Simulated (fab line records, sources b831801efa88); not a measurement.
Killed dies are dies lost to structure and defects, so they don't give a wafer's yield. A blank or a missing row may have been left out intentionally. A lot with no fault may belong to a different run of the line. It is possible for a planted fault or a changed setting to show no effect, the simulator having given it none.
Which tool was responsible? | flow sky130 | 10 lots, 30 wafers sampled, at 5 steps of a route of 708

== WHAT THE GAUGES READ, wafer by wafer ==
SKY_POLY_GATE_THK_MEAS_01. Usual: POLY_GATE_CVD_00_THK 179.9 nm, standard deviation 1.5.
lot  | measured     | on            | POLY_GATE_CVD_00_THK (nm) | flag
L201 | day 15 11:13 | film_metro-03 | 182.1 182.2 183.0         |
L202 | day 15 11:14 | film_metro-02 | 178.4 180.4 180.7         |
L204 | day 16 02:51 | film_metro-04 | 180.3 181.5 178.7         |
L205 | day 16 10:01 | film_metro-02 | 179.7 179.8 179.4         |
L207 | day 16 19:22 | film_metro-04 | 180.9 179.8 180.1         |
L208 | day 17 11:17 | film_metro-02 | 180.2 181.9 179.3         |
L211 | day 18 15:01 | film_metro-04 | 180.7 181.5 178.4         |
L213 | day 19 08:16 | film_metro-04 | 178.7 177.4 177.9         |
L214 | day 19 16:17 | film_metro-03 | 180.2 180.4 178.9         |
L215 | day 20 03:46 | film_metro-02 | 180.5 179.1 179.9         |

SKY_LDD_P_CD_MEAS_07: target cd 380 nm. Usual: cd_nm 379.8 nm, standard deviation 2.3.
lot  | measured     | on        | cd_nm (nm)        | flag
L201 | day 20 15:17 | cd_sem-01 | 379.1 379.3 379.7 |
L202 | day 20 15:05 | cd_sem-02 | 382.9 382.6 383.6 |
L204 | day 21 08:38 | cd_sem-02 | 376.3 376.9 375.8 |
L205 | day 21 14:37 | cd_sem-01 | 379.8 380.4 380.8 |
L207 | day 22 02:04 | cd_sem-02 | 381.9 381.0 378.8 |
L208 | day 22 23:20 | cd_sem-01 | 377.8 380.3 380.5 |
L211 | day 23 20:26 | cd_sem-01 | 380.5 380.6 381.4 |
L213 | day 24 16:01 | cd_sem-02 | 377.0 377.4 375.4 |
L214 | day 24 22:55 | cd_sem-02 | 378.7 382.5 379.0 |
L215 | day 25 08:31 | cd_sem-02 | 377.6 381.6 380.9 |

SKY_SPACER_THK_MEAS_01. Usual: SPACER_CVD_00_THK 43.2 nm, standard deviation 0.37.
lot  | measured     | on            | SPACER_CVD_00_THK (nm) | flag
L201 | day 24 14:20 | film_metro-01 | 43.4 43.4 43.5         |
L202 | day 24 14:22 | film_metro-04 | 42.2 43.0 42.4         |
L204 | day 25 05:49 | film_metro-01 | 44.0 43.7 43.3         |
L205 | day 25 09:40 | film_metro-03 | 43.8 43.6 43.8         |
L207 | day 25 22:50 | film_metro-03 | 43.1 43.1 43.0         |
L208 | day 26 19:21 | film_metro-03 | 43.2 43.5 43.1         |
L211 | day 27 14:14 | film_metro-03 | 43.1 42.9 42.8         |
L213 | day 28 09:52 | film_metro-04 | 43.4 42.8 43.5         |
L214 | day 28 15:38 | film_metro-04 | 27.8 28.0 27.7         | OFF
L215 | day 29 01:59 | film_metro-03 | 27.2 27.6 26.9         | OFF

== EACH LOT AND THE TOOL THAT RAN IT (in order: tool; ch and the chambers of the sampled wafers; start) ==
lot  | SKY_LDD_P_STRIP_10                   | SKY_SPACER_CVD_00
L201 | plasma_asher-03 ch 0,1, day 20 15:35 | lpcvd-02 ch 0, day 24 13:08
L202 | plasma_asher-02 ch 0,1, day 20 15:22 | lpcvd-02 ch 1, day 24 13:08
L204 | plasma_asher-03 ch 0,1, day 21 08:56 | lpcvd-02 ch 0, day 25 04:37
L205 | plasma_asher-04 ch 0,1, day 21 14:55 | lpcvd-02 ch 0, day 25 08:28
L207 | plasma_asher-03 ch 0,1, day 22 02:22 | lpcvd-02 ch 1, day 25 21:37
L208 | plasma_asher-04 ch 0,1, day 22 23:37 | lpcvd-02 ch 1, day 26 17:32
L211 | plasma_asher-02 ch 0,1, day 23 20:43 | lpcvd-02 ch 0, day 27 13:01
L213 | plasma_asher-02 ch 0,1, day 24 16:19 | lpcvd-02 ch 1, day 28 08:40
L214 | plasma_asher-04 ch 0,1, day 24 23:13 | lpcvd-02 ch 1, day 28 14:25
L215 | plasma_asher-02 ch 0, day 25 08:49   | lpcvd-02 ch 0, day 29 00:47
- SKY_LDD_P_STRIP_10: strips in O2/N2.
- SKY_SPACER_CVD_00: deposits Si3N4 from DCS/NH3, target thk 43.1 nm, time 740 s.

== WHAT THE TOOLS THEMSELVES READ (means of the sampled wafers that have a number; where no wafer has one, the mark that the record gives instead) ==
SKY_LDD_P_STRIP_10. Usual: drypump_motor_current_A 5.6 A, standard deviation 0.45; o2_flow_sccm 2999 sccm, standard deviation 9; oes_product_au 0.716 a.u., standard deviation 0.0047; strip_time_to_endpoint_s 14.20 s, standard deviation 0.035.
lot  | tool            | drypump_motor_current_A (A) | o2_flow_sccm (sccm) | oes_product_au (a.u.) | strip_time_to_endpoint_s (s) | flag
L201 | plasma_asher-03 | 5.6                         | 3005                | 0.719                 | 14.25                        |
L202 | plasma_asher-02 | 4.9                         | 2990                | 0.712                 | 14.19                        |
L204 | plasma_asher-03 | 5.6                         | 3010                | 0.716                 | 14.24                        |
L205 | plasma_asher-04 | 5.7                         | 3010                | 0.718                 | 14.18                        |
L207 | plasma_asher-03 | 5.9                         | 3008                | 0.715                 | 14.18                        |
L208 | plasma_asher-04 | 5.7                         | 3002                | 0.713                 | 14.21                        |
L211 | plasma_asher-02 | 4.9                         | 3003                | 0.716                 | 14.23                        |
L213 | plasma_asher-02 | 5.2                         | 2994                | 0.719                 | 14.17                        |
L214 | plasma_asher-04 | 5.7                         | 2983                | 0.712                 | 14.16                        |
L215 | plasma_asher-02 | 5.5                         | 3007                | 0.719                 | 14.22                        |

SKY_SPACER_CVD_00. Usual: value, then standard deviation, for each; spike_tc_bottom_C 788.4 C / 1.2; spike_tc_centre_C 769.5 C / 0.94; spike_tc_lower_C 770.8 C / 1.2; spike_tc_top_C 783.8 C / 2; spike_tc_upper_C 769.9 C / 0.99; susceptor_temp_C 770.0 C / 0.36; zone_power_bottom_pct 23.0 % / 0.34.
lot  | tool     | spike_tc_bottom_C (C) | spike_tc_centre_C (C) | spike_tc_lower_C (C) | spike_tc_top_C (C) | spike_tc_upper_C (C) | susceptor_temp_C (C) | zone_power_bottom_pct (%) | flag
L201 | lpcvd-02 | 789.6                 | 769.4                 | 770.7                | 781.8              | 771.1                | 770.1                | 22.5                      |
L202 | lpcvd-02 | 788.0                 | 770.1                 | 771.3                | 785.4              | 770.1                | 769.4                | 23.0                      |
L204 | lpcvd-02 | 788.7                 | 770.1                 | 769.4                | 782.3              | 770.8                | 770.6                | 22.6                      |
L205 | lpcvd-02 | 788.0                 | 769.7                 | 770.0                | 781.5              | 770.4                | 770.7                | 22.5                      |
L207 | lpcvd-02 | 786.8                 | 769.6                 | 771.3                | 784.5              | 770.5                | 769.8                | 23.2                      |
L208 | lpcvd-02 | 788.8                 | 769.5                 | 770.1                | 785.6              | 769.0                | 770.4                | 23.5                      |
L211 | lpcvd-02 | 789.0                 | 770.0                 | 769.8                | 783.2              | 769.1                | 769.9                | 22.7                      |
L213 | lpcvd-02 | 788.3                 | 769.9                 | 771.7                | 786.0              | 769.9                | 769.6                | 23.1                      |
L214 | lpcvd-02 | 764.9                 | 747.9                 | 749.7                | 764.9              | 747.7                | 748.2                | 22.0                      | OFF
L215 | lpcvd-02 | 767.9                 | 748.3                 | 747.2                | 760.5              | 746.5                | 748.0                | 21.7                      | OFF

== THE ANSWER, worked out from the rows above alone ==
Rule: take the mean of a lot's wafers that have a number; if it is more than 3 standard deviations from the usual mean, the lot is off. A lot without any number at a reading at which 4 lots or more have one is off too. The other lots that the step has rows for count as sound. After the gauges, taken in route order, come the tools' own readings; for these a lot's mean is taken, as printed above. The first step at which some lot is off is used, and at that step the reading that is off furthest; a lot without a number counts as furthest.
Off: L214, L215, seen at SKY_SPACER_THK_MEAS_01 (SPACER_CVD_00_THK).
A tool fits if, at a process step before that reading, it ran every lot that is off, and no sound lot after the first of them. The gauges at SKY_SPACER_THK_MEAS_01 aren't tried: what is off there is off at SKY_SPACER_CVD_00 too, on other tools, and a gauge's error can't cause that. One fits: lpcvd-02 at SKY_SPACER_CVD_00. Its last sound lot is L213 (day 28 08:40), its first lot that is off L214 (day 28 14:25): a fault that began between those two fits.
The tool's own readings at SKY_SPACER_CVD_00 bear it out: on the lots that are off they differ by more than 5 times the standard deviation of the sound lots' means. spike_tc_bottom_C reads 766.4 C there against 788.4 C on the sound lots; spike_tc_centre_C reads 748.1 C there against 769.8 C on the sound lots; spike_tc_lower_C reads 748.5 C there against 770.5 C on the sound lots; spike_tc_top_C reads 762.7 C there against 783.8 C on the sound lots; spike_tc_upper_C reads 747.1 C there against 770.1 C on the sound lots; susceptor_temp_C reads 748.1 C there against 770.1 C on the sound lots.

== WHAT HAD BEEN PUT IN BY THE SIMULATOR ==
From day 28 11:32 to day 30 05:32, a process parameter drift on lpcvd-02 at SKY_SPACER_CVD_00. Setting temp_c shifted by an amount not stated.
Lots struck among those shown: L214, L215. The same result came from the rule above.
